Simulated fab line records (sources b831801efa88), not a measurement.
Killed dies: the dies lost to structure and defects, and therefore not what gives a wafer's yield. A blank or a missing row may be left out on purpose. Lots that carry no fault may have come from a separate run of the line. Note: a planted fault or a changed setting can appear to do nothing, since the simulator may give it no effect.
A struck lot beside a sound one ; flow sky130 ; 16 out of 708 route steps
Sound: the wafers L503.3, L503.5, L503.6. Wafers struck: L506.1, L506.2, L506.6. At the end, the cause is stated.
At each step with rows: each side's tool, then ch and its chambers, then its first start. Under that, the readings that differ: sound wafers ; struck wafers ; difference of the means ; sigmas: that difference in standard deviations of wafers without a fault.
alike: readings whose means differ by less than 2 such deviations, and words and numbers that are the same on both sides. not compared: withheld readings, readings that some wafer has no value for, bounds like >300 that may hide the same value, and numbers for which the record gives no deviation and whose values overlap.
A row with sigmas, a row that says differs or no value, or rows on one side alone: a step with any of these is where the two part. When numbers do not overlap yet have no deviation, they are printed without sigmas and do not part them. Lack of a reading on every wafer of one side parts them only where that side has two or more wafers.

first, 3 steps without rows for these wafers: SKY_VIA2_EXPOSE_09 (exposes mask VIM2, target cd 200 nm); SKY_VIA2_PEB_10; SKY_VIA2_DEVELOP_11 (develop time 60 s).
SKY_VIA2_CD_MEAS_12: target cd 200 nm.
  sound: cd_sem-01 at day 37 06:58; struck: cd_sem-02 at day 38 11:00
  alike: cd_nm
SKY_VIA2_OVL_MEAS_13:
  sound: overlay-02 at day 37 07:03; struck: overlay-02 at day 38 11:07
  alike: VIA2_OVL
SKY_VIA2_ETCH_14: etches BARC in N2/H2, stops on SiO2, time 45.9 s, target depth 60 nm.
  sound on rie_diel-02 ch 0,1, day 37 07:04; struck on rie_diel-03 ch 0,1, day 38 11:10
  alike: drypump_motor_current_A, h2_flow_sccm, oes_product_au, throttle_valve_pct
  not compared: rf_hours_counter_h
SKY_VIA2_ETCH_15: etches SiO2 in C4F8/O2/Ar, stops on TiN, target depth 546 nm, time 84 s.
  sound on rie_diel-02 ch 0,1, day 37 07:07; struck on rie_diel-03 ch 0,1, day 38 11:12
  alike: oes_product_au
  not compared: rf_hours_counter_h
SKY_VIA2_STRIP_16: strips in O2/N2.
  sound on plasma_asher-01 ch 0,1, day 37 07:13; struck on plasma_asher-01 ch 0,1, day 38 11:16
  alike: drypump_motor_current_A, oes_product_au, strip_time_to_endpoint_s
  not compared: rf_hours_counter_h
then, 3 steps without rows for these wafers: SKY_VIA2_STRIP_17 (strips in post etch residue remover, time 1200 s); SKY_VIA2_CLEAN_18 (cleans in IPA, time 180 s); SKY_VIA2_CLEAN_19 (cleans in O3/DIW).
SKY_VIA2_SPUTTER_20: material TiN, target thk 20 nm, time 80 s.
  sound: pvd_sputter-03 at day 37 07:46; struck: pvd_sputter-04 at day 38 11:52
  alike: throttle_valve_pct
SKY_VIA2_CVD_21: deposits W, target thk 420 nm, time 126.4 s.
  sound on cvd_w-01 ch 0,1, day 37 07:53; struck on cvd_w-02 ch 0,1, day 38 11:55
  no value came back on the struck wafers for chamber_pressure_Torr (Torr), heater_power_outer_w (W), heater_power_w (W), susceptor_temp_C (C); on the sound wafers chamber_pressure_Torr (Torr) reads 40.11 39.83 40.15
  not compared: since_wet_clean_h
SKY_VIA2_RS_MEAS_22: measures by four-point-probe.
  sound: film_metro-01 at day 37 08:00; struck: film_metro-01 at day 38 12:03
reading;sound;struck;difference;sigmas
VIA2_W_RS (ohm/sq);0.268 0.271 0.271;58.983 57.142 57.909;+57.741;+99 or more
SKY_VIA2_THK_MEAS_23: measures by xrf.
  sound: film_metro-01 at day 37 08:06; struck: film_metro-01 at day 38 12:10
  not compared: VIA2_W_THK
SKY_VIA2_CMP_24: polishes, stops on SiO2, t overpolish 20 s, target thk 0 nm.
  sound on cmp-01 ch 0,3, day 37 08:11; struck on cmp-02 ch 1,2,3, day 38 12:14
reading;sound;struck;difference;sigmas
time_to_endpoint_s (s);103 101 100;1 2 3;-99;-29
  alike: motor_current_A, retaining_ring_pressure_frac

== WHERE THEY PART ==
At SKY_VIA2_CVD_21 first; at SKY_VIA2_CMP_24 last (within this record only).

WHY: whatever the simulator had introduced
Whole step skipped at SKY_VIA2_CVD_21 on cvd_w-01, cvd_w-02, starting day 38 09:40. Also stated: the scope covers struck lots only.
